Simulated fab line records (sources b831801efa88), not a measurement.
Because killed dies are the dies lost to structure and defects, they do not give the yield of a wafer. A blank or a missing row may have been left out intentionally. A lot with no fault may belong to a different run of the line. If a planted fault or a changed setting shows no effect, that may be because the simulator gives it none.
Comparing a struck lot with a sound one | flow sky130 | 19 steps out of a route of 708
Sound: these wafers, L342.1, L342.2, L342.3. Struck: wafers L330.3, L330.4, L330.5. At the end, the cause is stated.
Per side, at each step with rows, come the tool, then ch with its chambers, and then its first start. Under that, the readings that differ: sound wafers | struck wafers | difference of the means | sigmas: that difference in standard deviations of wafers without a fault.
alike: a reading whose means differ by less than 2 such deviations, as well as words and numbers matching on both sides. not compared: withheld readings; readings where some wafer has no value; bounds like >300 that might hide an equal value; numbers whose values overlap and for which the record gives no deviation.
Wherever a step has rows on one side only, a row that says differs or no value, or a row with sigmas, the two part there. When numbers do not overlap yet have no deviation, they are printed without sigmas and do not part them. Lack of a reading on every wafer of one side parts them only where that side has two or more wafers.

first, 1 step without rows for these wafers: SKY_LDD_HVP_IMPLANT_08.
SKY_LDD_HVP_STRIP_09: strips in O2/N2.
  sound on plasma_asher-03 ch 0,1, day 29 13:22; struck on plasma_asher-03 ch 0,1, day 25 08:52
  alike: drypump_motor_current_A, oes_product_au, strip_time_to_endpoint_s
  not compared: rf_hours_counter_h
SKY_LDD_HVP_TW_MEAS_10:
  struck on film_metro-02, day 25 08:56; sound on film_metro-03, day 29 13:28
  alike: LDD_HVP_TW
then, 7 steps without rows for these wafers: SKY_LDD_LDN_DEHYDRATE_00 (time 60 s); SKY_LDD_LDN_HMDS_01 (prime time 60 s); SKY_LDD_LDN_COAT_02 (resist thk 1140 nm); SKY_LDD_LDN_SOFTBAKE_03 (time 60 s); SKY_LDD_LDN_EXPOSE_04 (exposes mask LDNTM, target cd 700 nm); SKY_LDD_LDN_PEB_05; SKY_LDD_LDN_DEVELOP_06 (develop time 60 s).
SKY_LDD_LDN_OVL_MEAS_07:
  struck on overlay-02, day 26 13:54; sound on overlay-01, day 30 17:02
  alike: LDD_LDN_OVL
then, 1 step without rows for these wafers: SKY_LDD_LDN_IMPLANT_08.
SKY_LDD_LDN_IMPLANT_09:
  sound on implanter-03 ch 0, day 30 17:13; struck on implanter-03 ch 0, day 26 14:26
then, 2 steps without rows for these wafers: SKY_LDD_LDN_IMPLANT_10; SKY_LDD_LDN_IMPLANT_11.
SKY_LDD_LDN_STRIP_12: strips in O2/N2.
  sound on plasma_asher-01 ch 0,1, day 30 17:40; struck on plasma_asher-04 ch 0,1, day 26 14:52
  alike: drypump_motor_current_A, oes_product_au, strip_time_to_endpoint_s
  not compared: rf_hours_counter_h
SKY_LDD_LDN_TW_MEAS_13:
  struck on film_metro-04, day 26 15:11; sound on film_metro-04, day 30 17:46
  reading    | sound          | struck         | difference | sigmas
  LDD_LDN_TW | 1468 1463 1460 | 1569 1561 1570 | +103       | +9
then, 1 step without rows for these wafers: SKY_LDD_LDN_CLEAN_14 (cleans in SC1/SC2, time 150 s).
-- here the record skips 22 days between the struck wafers' starts before and after, leaving off in module LDD_LDN and picking up in module PAD_OPEN (first step shown: number 708 of the route) --
SKY_PAD_OPEN_PROBE_99:
  struck on prober-02, day 48 11:22; sound on prober-02, day 50 22:10
  reading                         | sound          | struck         | difference | sigmas
  model.etest.tip_sonos.rs_ohm_sq | 2548 2513 2481 | 2352 2355 2312 | -174       |
  alike: killed_at_M0_to_M3, killed_at_M4_up, killed_at_contacts, killed_at_front_end, killed_at_other, killed_dies, killed_open, killed_short

## WHERE THEY PART
At SKY_LDD_LDN_TW_MEAS_13 and nowhere else, as far as this record goes. Later steps at which nothing parts them and some readings are alike: SKY_PAD_OPEN_PROBE_99.

WHY: what the simulator had put in
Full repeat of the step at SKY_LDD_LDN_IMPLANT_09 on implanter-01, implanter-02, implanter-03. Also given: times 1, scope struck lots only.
